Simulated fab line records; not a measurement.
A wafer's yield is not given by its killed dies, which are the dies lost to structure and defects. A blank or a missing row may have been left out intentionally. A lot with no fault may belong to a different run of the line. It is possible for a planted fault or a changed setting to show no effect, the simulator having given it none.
Matching of chambers / flow sky130 / 4 sister chambers for SKY_LI_CONTACT_CMP_02 on cmp-01
The step polishes PSG. 16 wafers are shown with their chamber, then 8 later ones without.

== WAFERS WITH THEIR CHAMBER ==
wafer=L767.1; chamber=0; motor-current-A (A)=10.5; time-to-endpoint-s (s)=30.4; slurry-flow-ml-min=149.8
wafer=L767.4; chamber=2; motor-current-A (A)=10.9; time-to-endpoint-s (s)=34.6; slurry-flow-ml-min=149.7
wafer=L767.6; chamber=2; motor-current-A (A)=10.7; time-to-endpoint-s (s)=33.6; slurry-flow-ml-min=149.7
wafer=L769.3; chamber=1; motor-current-A (A)=12.5; time-to-endpoint-s (s)=32.2; slurry-flow-ml-min=150.2
wafer=L769.4; chamber=3; motor-current-A (A)=12.7; time-to-endpoint-s (s)=34.4; slurry-flow-ml-min=150.8
wafer=L769.6; chamber=1; motor-current-A (A)=12.3; time-to-endpoint-s (s)=32.5; slurry-flow-ml-min=150.0
wafer=L770.1; chamber=0; motor-current-A (A)=11.2; time-to-endpoint-s (s)=35.4; slurry-flow-ml-min=149.9
wafer=L770.5; chamber=2; motor-current-A (A)=11.4; time-to-endpoint-s (s)=34.1; slurry-flow-ml-min=150.5
wafer=L770.6; chamber=3; motor-current-A (A)=11.9; time-to-endpoint-s (s)=33.7; slurry-flow-ml-min=150.3
wafer=L772.3; chamber=1; motor-current-A (A)=12.1; time-to-endpoint-s (s)=32.4; slurry-flow-ml-min=149.7
wafer=L772.4; chamber=0; motor-current-A (A)=11.0; time-to-endpoint-s (s)=31.9; slurry-flow-ml-min=150.7
wafer=L772.5; chamber=3; motor-current-A (A)=12.2; time-to-endpoint-s (s)=31.5; slurry-flow-ml-min=149.7
wafer=L782.4; chamber=1; motor-current-A (A)=11.6; time-to-endpoint-s (s)=29.5; slurry-flow-ml-min=150.3
wafer=L782.5; chamber=1; motor-current-A (A)=12.6; time-to-endpoint-s (s)=28.8; slurry-flow-ml-min=149.9
wafer=L782.6; chamber=2; motor-current-A (A)=11.7; time-to-endpoint-s (s)=32.8; slurry-flow-ml-min=150.4
wafer=L784.1; chamber=2; motor-current-A (A)=10.9; time-to-endpoint-s (s)=33.1; slurry-flow-ml-min=150.5

SIGNATURES (means of the wafers above)
reading=motor-current-A; chamber 0=10.900; chamber 1=12.220; chamber 2=11.120; chamber 3=12.267; scatter within a chamber=0.398
reading=time-to-endpoint-s; chamber 0=32.567; chamber 1=31.080; chamber 2=33.640; chamber 3=33.200; scatter within a chamber=1.65
reading=slurry-flow-ml-min; chamber 0=150.133; chamber 1=150.020; chamber 2=150.160; chamber 3=150.267; scatter within a chamber=0.412
Rule: distance of a wafer from a chamber = root of the sum over the readings of ((wafer's reading minus chamber's mean) / reading's scatter) squared. If the next closest chamber is less than 2 further off than the closest, the wafer can't be placed; otherwise it belongs to the closest. The scatter: take each reading less its chamber's mean, square it, sum over the shown wafers, divide by the number of wafers less the number of chambers, and take the root.

== WAFERS WITH NO CHAMBER GIVEN ==
wafer=L784.2; motor-current-A (A)=12.0; time-to-endpoint-s (s)=31.9; slurry-flow-ml-min=149.6
wafer=L784.3; motor-current-A (A)=11.1; time-to-endpoint-s (s)=30.1; slurry-flow-ml-min=150.2
wafer=L786.1; motor-current-A (A)=10.7; time-to-endpoint-s (s)=31.0; slurry-flow-ml-min=150.0
wafer=L786.2; motor-current-A (A)=11.9; time-to-endpoint-s (s)=29.6; slurry-flow-ml-min=150.1
wafer=L786.6; motor-current-A (A)=11.7; time-to-endpoint-s (s)=30.9; slurry-flow-ml-min=150.9
wafer=L789.3; motor-current-A (A)=12.0; time-to-endpoint-s (s)=32.3; slurry-flow-ml-min=150.1
wafer=L789.4; motor-current-A (A)=12.0; time-to-endpoint-s (s)=30.4; slurry-flow-ml-min=150.4
wafer=L789.6; motor-current-A (A)=12.3; time-to-endpoint-s (s)=28.4; slurry-flow-ml-min=150.6

== CHAMBER TAKEN BY EACH ==
wafer=L784.2; from the rows above=can't be placed: 1 or 3 or 2 or 0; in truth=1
wafer=L784.3; from the rows above=can't be placed: 0 or 2 or 1 or 3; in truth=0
wafer=L786.1; from the rows above=can't be placed: 0 or 2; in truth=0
wafer=L786.2; from the rows above=can't be placed: 1 or 3 or 0 or 2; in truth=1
wafer=L786.6; from the rows above=can't be placed: 1 or 3 or 2 or 0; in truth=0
wafer=L789.3; from the rows above=can't be placed: 1 or 3 or 2 or 0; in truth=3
wafer=L789.4; from the rows above=can't be placed: 1 or 3 or 2 or 0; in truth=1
wafer=L789.6; from the rows above=can't be placed: 1 or 3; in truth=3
0 of 8 placed correctly. Not placeable from these rows: 8 (in 8, the candidates include the true chamber). 0 placed wrongly.
